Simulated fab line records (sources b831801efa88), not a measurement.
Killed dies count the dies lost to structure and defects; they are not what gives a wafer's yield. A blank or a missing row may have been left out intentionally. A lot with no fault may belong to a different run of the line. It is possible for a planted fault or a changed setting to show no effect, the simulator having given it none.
The tool behind it: which one? | flow gf180mcu | 42 wafers from 14 lots sampled at 3 of the route's 602 steps

WHAT EACH GAUGE READ, for each wafer
GF_V5_OVL_MEAS_15. Usual: V5_OVL gives -6 nm (standard deviation 5.7).
lot  | measured     | on         | V5_OVL (nm) | flag
L690 | day 27 05:06 | overlay-01 | -7 -7 -6    | 
L691 | day 27 10:40 | overlay-02 | -15 -11 -16 | 
L692 | day 27 18:37 | overlay-02 | -3 -1 -5    | 
L693 | day 28 03:22 | overlay-01 | 2 -9 -2     | 
L696 | day 29 03:04 | overlay-02 | 2 3 1       | 
L697 | day 29 08:49 | overlay-02 | 1 2 3       | 
L698 | day 29 18:10 | overlay-02 | -10 -13 -8  | 
L700 | day 30 06:52 | overlay-01 | -6 -4 1     | 
L706 | day 31 22:57 | overlay-02 | -6 -5 -4    | 
L709 | day 32 15:20 | overlay-02 | -1 -5 -4    | 
L710 | day 32 17:15 | overlay-01 | -3 -1 -1    | 
L711 | day 33 01:40 | overlay-01 | 0 -6 -4     | 
L712 | day 33 07:55 | overlay-02 | -2 2 0      | 
L713 | day 33 16:39 | overlay-01 | -16 -16 -17 | 

WHICH TOOL RAN EACH LOT (tool, then ch and the chambers of the sampled wafers, then the start)
lot  | GF_HV_LDD_STRIP_22                  | GF_MIM_SPUTTER_09
L690 | plasmaAsher-02 ch 0,1, day 10 18:56 | pvdSputter-03, day 24 12:29
L691 | plasmaAsher-03 ch 0,1, day 11 01:49 | pvdSputter-03, day 24 19:09
L692 | plasmaAsher-04 ch 0, day 11 06:53   | pvdSputter-03, day 25 03:05
L693 | plasmaAsher-03 ch 0,1, day 11 15:23 | pvdSputter-02, day 25 12:56
L696 | plasmaAsher-03 ch 0,1, day 12 15:06 | pvdSputter-03, day 26 14:07
L697 | plasmaAsher-03 ch 0,1, day 12 21:15 | pvdSputter-03, day 26 19:32
L698 | plasmaAsher-03 ch 0,1, day 13 08:09 | pvdSputter-03, day 27 04:52
L700 | plasmaAsher-03 ch 0,1, day 13 22:53 | pvdSputter-02, day 27 19:44
L706 | plasmaAsher-04 ch 0,1, day 15 21:53 | pvdSputter-02, day 29 15:28
L709 | plasmaAsher-04 ch 0,1, day 16 19:05 | pvdSputter-02, day 30 09:04
L710 | plasmaAsher-03 ch 0, day 16 23:32   | pvdSputter-04, day 30 12:37
L711 | plasmaAsher-03 ch 0,1, day 17 08:51 | pvdSputter-04, day 30 21:13
L712 | plasmaAsher-03 ch 0,1, day 17 15:44 | pvdSputter-02, day 31 03:39
L713 | plasmaAsher-03 ch 0,1, day 18 03:08 | pvdSputter-03, day 31 14:03
- GF_HV_LDD_STRIP_22: strips in O2/N2.
- GF_MIM_SPUTTER_09: material TiN, target thk 35 nm, time 29.2 s.

AS READ BY THE TOOLS THEMSELVES (means over the sampled wafers that have a number; for cases with no such wafer, the mark the record gives instead)
GF_HV_LDD_STRIP_22. Usual: drypumpMotorCurrentA 6.0 A, standard deviation 0.48; heaterPowerW 307 W, standard deviation 31; oesProductAu 0.716 a.u., standard deviation 0.0048; stripTimeToEndpointS 12.63 s, standard deviation 0.034.
lot  | tool           | drypumpMotorCurrentA (A) | heaterPowerW (W) | oesProductAu (a.u.) | stripTimeToEndpointS (s) | flag
L690 | plasmaAsher-02 | 5.9                      | 295              | 0.709               | 12.62                    | 
L691 | plasmaAsher-03 | 5.7                      | 308              | 0.718               | 12.65                    | 
L692 | plasmaAsher-04 | 6.6                      | 320              | 0.717               | 12.59                    | 
L693 | plasmaAsher-03 | 5.7                      | 311              | 0.714               | 12.61                    | 
L696 | plasmaAsher-03 | 5.7                      | 307              | 0.717               | 12.62                    | 
L697 | plasmaAsher-03 | 5.5                      | 285              | 0.715               | 12.63                    | 
L698 | plasmaAsher-03 | 5.6                      | 280              | 0.720               | 12.58                    | 
L700 | plasmaAsher-03 | 5.6                      | 290              | 0.712               | 12.58                    | 
L706 | plasmaAsher-04 | 6.6                      | 322              | 0.715               | 12.63                    | 
L709 | plasmaAsher-04 | 6.6                      | 325              | 0.718               | 12.61                    | 
L710 | plasmaAsher-03 | 5.4                      | 262              | 0.714               | 12.67                    | 
L711 | plasmaAsher-03 | 5.7                      | 308              | 0.721               | 12.63                    | 
L712 | plasmaAsher-03 | 5.6                      | 289              | 0.715               | 12.62                    | 
L713 | plasmaAsher-03 | 5.6                      | 289              | 0.717               | 12.66                    | 

GF_MIM_SPUTTER_09. Usual: cathodeDcPowerW 6500.1 W, standard deviation 1.1; throttleValvePct 30.0 %, standard deviation 0.91.
lot  | tool          | cathodeDcPowerW (W) | throttleValvePct (%) | flag
L690 | pvdSputter-03 | 6499.4              | 30.7                 | 
L691 | pvdSputter-03 | 6500.5              | 29.9                 | 
L692 | pvdSputter-03 | 6500.5              | 30.1                 | 
L693 | pvdSputter-02 | 6499.7              | 30.2                 | 
L696 | pvdSputter-03 | 6500.2              | 30.7                 | 
L697 | pvdSputter-03 | 6499.6              | 30.4                 | 
L698 | pvdSputter-03 | 6500.1              | 30.5                 | 
L700 | pvdSputter-02 | 6499.7              | 29.6                 | 
L706 | pvdSputter-02 | 6501.1              | 29.7                 | 
L709 | pvdSputter-02 | 6499.5              | 30.5                 | 
L710 | pvdSputter-04 | 6500.1              | 30.7                 | 
L711 | pvdSputter-04 | 6500.8              | 30.9                 | 
L712 | pvdSputter-02 | 6500.1              | 30.5                 | 
L713 | pvdSputter-03 | 6500.0              | 30.5                 | 

THE ANSWER, worked out from the rows above alone
Rule: a lot is off if the mean of its wafers that have a number lies more than 3 standard deviations from the usual mean. Also off: a lot with no number at a reading for which 4 or more lots have one. Where the step has rows for the other lots, those lots are counted as sound. The gauges are gone through in route order, then the tools' own readings, and for those a lot's mean is taken as printed above. At the first step where some lot is off, the reading lying furthest off is the one used; lots without a number count as furthest.
None of the lots is off at any reading shown; this tells nothing.

WHAT THE SIMULATOR HAD PUT IN
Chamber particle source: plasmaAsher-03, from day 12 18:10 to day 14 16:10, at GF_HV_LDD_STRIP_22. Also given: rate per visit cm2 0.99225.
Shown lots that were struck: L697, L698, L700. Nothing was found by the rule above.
